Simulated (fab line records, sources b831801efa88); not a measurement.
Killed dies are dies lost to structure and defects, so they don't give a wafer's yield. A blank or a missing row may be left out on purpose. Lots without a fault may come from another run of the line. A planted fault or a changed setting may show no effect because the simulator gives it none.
Which tool did it? | flow gf180mcu | 13 lots, 39 wafers sampled, at 5 steps of a route of 602

WHAT THE GAUGES READ, wafer by wafer
GF_HV_LDD_CD_MEAS_07: target cd 400 nm.
lot  | measured     | on        | cd_nm (nm)
L579 | day 9 21:41  | cd_sem-02 | 397.7 398.1 399.5
L580 | day 10 08:48 | cd_sem-02 | 400.9 400.9 400.2
L581 | day 10 14:41 | cd_sem-02 | 396.1 395.3 396.5
L582 | day 11 00:05 | cd_sem-01 | 401.0 400.7 398.9
L583 | day 11 04:49 | cd_sem-02 | 402.2 400.5 400.6
L584 | day 11 16:14 | cd_sem-01 | 402.0 398.9 400.7
L585 | day 11 18:19 | cd_sem-02 | 402.6 402.7 403.8
L586 | day 12 09:22 | cd_sem-01 | 403.5 401.2 401.3
L587 | day 12 12:35 | cd_sem-01 | 399.6 402.9 401.7
L589 | day 13 03:08 | cd_sem-02 | 400.6 400.6 401.0
L593 | day 14 09:35 | cd_sem-01 | 393.9 395.1 396.3
L594 | day 14 15:11 | cd_sem-02 | 396.8 398.6 397.8
L595 | day 14 21:47 | cd_sem-01 | 391.1 394.1 390.6

GF_HV_LDD_CD_MEAS_19: target cd 400 nm.
lot  | measured     | on        | cd_nm (nm)
L579 | day 10 15:59 | cd_sem-02 | 401.2 401.7 399.5
L580 | day 11 03:06 | cd_sem-01 | 398.4 397.8 395.9
L581 | day 11 09:08 | cd_sem-01 | 400.5 398.8 399.2
L582 | day 11 19:23 | cd_sem-01 | 400.9 402.3 401.7
L583 | day 12 00:17 | cd_sem-02 | 401.2 401.7 402.3
L584 | day 12 12:16 | cd_sem-02 | 402.4 402.8 402.3
L585 | day 12 14:31 | cd_sem-02 | 400.9 399.9 400.6
L586 | day 13 05:53 | cd_sem-01 | 400.9 400.7 400.5
L587 | day 13 08:31 | cd_sem-01 | 396.7 399.3 399.0
L589 | day 13 22:49 | cd_sem-01 | 403.7 404.0 404.4
L593 | day 15 06:32 | cd_sem-01 | 401.7 402.7 401.6
L594 | day 15 12:13 | cd_sem-01 | 398.4 400.7 399.6
L595 | day 15 19:13 | cd_sem-02 | 403.4 401.7 401.2

WHICH TOOL RAN EACH LOT (tool, then ch and the chambers of the sampled wafers, then the start)
lot  | GF_VT_IMPLANT_STRIP_20               | GF_POLY_GATE_STRIP_14                | GF_HV_LDD_DEVELOP_06
L579 | plasma_asher-04 ch 0,1, day 6 05:29  | plasma_asher-02 ch 0,1, day 9 02:11  | litho_track-04 ch 0, day 9 21:32
L580 | plasma_asher-03 ch 0,1, day 6 13:22  | plasma_asher-01 ch 0,1, day 9 12:08  | litho_track-04 ch 0, day 10 08:40
L581 | plasma_asher-01 ch 0,1, day 6 19:12  | plasma_asher-01 ch 0,1, day 9 18:04  | litho_track-01 ch 0, day 10 14:32
L582 | plasma_asher-04 ch 0,1, day 7 02:32  | plasma_asher-02 ch 0,1, day 10 04:37 | litho_track-01 ch 0, day 10 23:56
L583 | plasma_asher-04 ch 0,1, day 7 07:38  | plasma_asher-01 ch 0,1, day 10 09:12 | litho_track-04 ch 0, day 11 04:40
L584 | plasma_asher-04 ch 0,1, day 7 13:20  | plasma_asher-01 ch 0,1, day 10 17:57 | litho_track-01 ch 0, day 11 16:05
L585 | plasma_asher-04 ch 0,1, day 7 17:46  | plasma_asher-02 ch 0,1, day 10 20:21 | litho_track-04 ch 0, day 11 18:10
L586 | plasma_asher-01 ch 0,1, day 8 06:01  | plasma_asher-01 ch 0,1, day 11 11:28 | litho_track-02 ch 0, day 12 09:13
L587 | plasma_asher-01 ch 0,1, day 8 09:18  | plasma_asher-01 ch 0,1, day 11 14:57 | litho_track-02 ch 0, day 12 12:27
L589 | plasma_asher-04 ch 0,1, day 8 23:00  | plasma_asher-01 ch 0,1, day 12 06:09 | litho_track-01 ch 0, day 13 02:59
L593 | plasma_asher-04 ch 0,1, day 10 00:12 | plasma_asher-02 ch 0,1, day 13 12:00 | litho_track-01 ch 0, day 14 09:26
L594 | plasma_asher-01 ch 0,1, day 10 04:09 | plasma_asher-03 ch 0,1, day 13 16:54 | litho_track-02 ch 0, day 14 15:03
L595 | plasma_asher-04 ch 0,1, day 10 11:15 | plasma_asher-03 ch 0,1, day 13 23:12 | litho_track-01 ch 0, day 14 21:38
- GF_VT_IMPLANT_STRIP_20: strips in O2/N2.
- GF_POLY_GATE_STRIP_14: strips in O2/N2.
- GF_HV_LDD_DEVELOP_06: develop time 60 s.

WHAT THE TOOLS THEMSELVES READ (means of the sampled wafers that have a number; where no wafer has one, the mark that the record gives instead)
GF_VT_IMPLANT_STRIP_20.
lot  | tool            | drypump_motor_current_A (A) | heater_power_w (W) | oes_product_au (a.u.) | strip_time_to_endpoint_s (s)
L579 | plasma_asher-04 | 6.3                         | 324                | 0.719                 | 12.63
L580 | plasma_asher-03 | 5.6                         | 381                | 0.713                 | 12.66
L581 | plasma_asher-01 | 6.0                         | 370                | 0.716                 | 12.65
L582 | plasma_asher-04 | 6.2                         | 307                | 0.714                 | 12.66
L583 | plasma_asher-04 | 6.2                         | 311                | 0.715                 | 12.74
L584 | plasma_asher-04 | 6.2                         | 312                | 0.712                 | 12.68
L585 | plasma_asher-04 | 6.3                         | 327                | 0.710                 | 12.64
L586 | plasma_asher-01 | 6.0                         | 379                | 0.713                 | 12.62
L587 | plasma_asher-01 | 5.7                         | 363                | 0.719                 | 12.66
L589 | plasma_asher-04 | 6.2                         | 313                | 0.717                 | 12.68
L593 | plasma_asher-04 | 6.3                         | 323                | 0.717                 | 12.71
L594 | plasma_asher-01 | 5.7                         | 363                | 0.719                 | 12.59
L595 | plasma_asher-04 | 6.1                         | 308                | 0.716                 | 12.62

GF_POLY_GATE_STRIP_14.
lot  | tool            | drypump_motor_current_A (A) | heater_power_w (W) | oes_product_au (a.u.)
L579 | plasma_asher-02 | 6.3                         | 336                | 0.506
L580 | plasma_asher-01 | 6.0                         | 370                | 0.499
L581 | plasma_asher-01 | 6.0                         | 375                | 0.504
L582 | plasma_asher-02 | 6.2                         | 335                | 0.509
L583 | plasma_asher-01 | 5.7                         | 360                | 0.509
L584 | plasma_asher-01 | 5.7                         | 359                | 0.505
L585 | plasma_asher-02 | 6.3                         | 336                | 0.505
L586 | plasma_asher-01 | 6.0                         | 379                | 0.503
L587 | plasma_asher-01 | 5.7                         | 362                | 0.503
L589 | plasma_asher-01 | 6.0                         | 375                | 0.503
L593 | plasma_asher-02 | 6.2                         | 333                | 0.504
L594 | plasma_asher-03 | 5.6                         | 380                | 0.505
L595 | plasma_asher-03 | 5.7                         | 383                | 0.507

GF_HV_LDD_DEVELOP_06.
lot  | tool           | developer_temp_C (C)
L579 | litho_track-04 | 23.05
L580 | litho_track-04 | 23.08
L581 | litho_track-01 | 22.99
L582 | litho_track-01 | 22.92
L583 | litho_track-04 | 23.05
L584 | litho_track-01 | 22.86
L585 | litho_track-04 | 22.94
L586 | litho_track-02 | 23.04
L587 | litho_track-02 | 23.13
L589 | litho_track-01 | 22.91
L593 | litho_track-01 | 25.30
L594 | litho_track-02 | 22.94
L595 | litho_track-01 | 25.34

THE ANSWER, worked out from the rows above alone
Rule: what is usual is taken from the lots themselves. Put in order of their means at a reading, lots are off if they are a third of the lots or fewer, leave a main group of 4 or more, and stand apart from it by a gap of 3 or more times the standard deviation of the main group's means; of several such gaps the widest counts. A main group whose means are all the same, to the digits that the tables above print for the reading, isn't used. A lot without any number at a reading at which 4 lots or more have one is off too. The other lots that the step has rows for count as sound. The gauges are gone through in route order, then the tools' own readings, and for those a lot's mean is taken as printed above. The first step at which some lot is off is used, and at that step the reading that is off furthest; a lot without a number counts as furthest.
Off: L593, L595, at GF_HV_LDD_DEVELOP_06 (developer_temp_C). The main group: mean 22.99 C, standard deviation 0.08.
A tool fits if, at that step or a process step before it, it ran every lot that is off, and no sound lot after the first of them. Can't be told from this: 2 tools fit, plasma_asher-04 at GF_VT_IMPLANT_STRIP_20, litho_track-01 at GF_HV_LDD_DEVELOP_06.

WHAT THE SIMULATOR HAD PUT IN
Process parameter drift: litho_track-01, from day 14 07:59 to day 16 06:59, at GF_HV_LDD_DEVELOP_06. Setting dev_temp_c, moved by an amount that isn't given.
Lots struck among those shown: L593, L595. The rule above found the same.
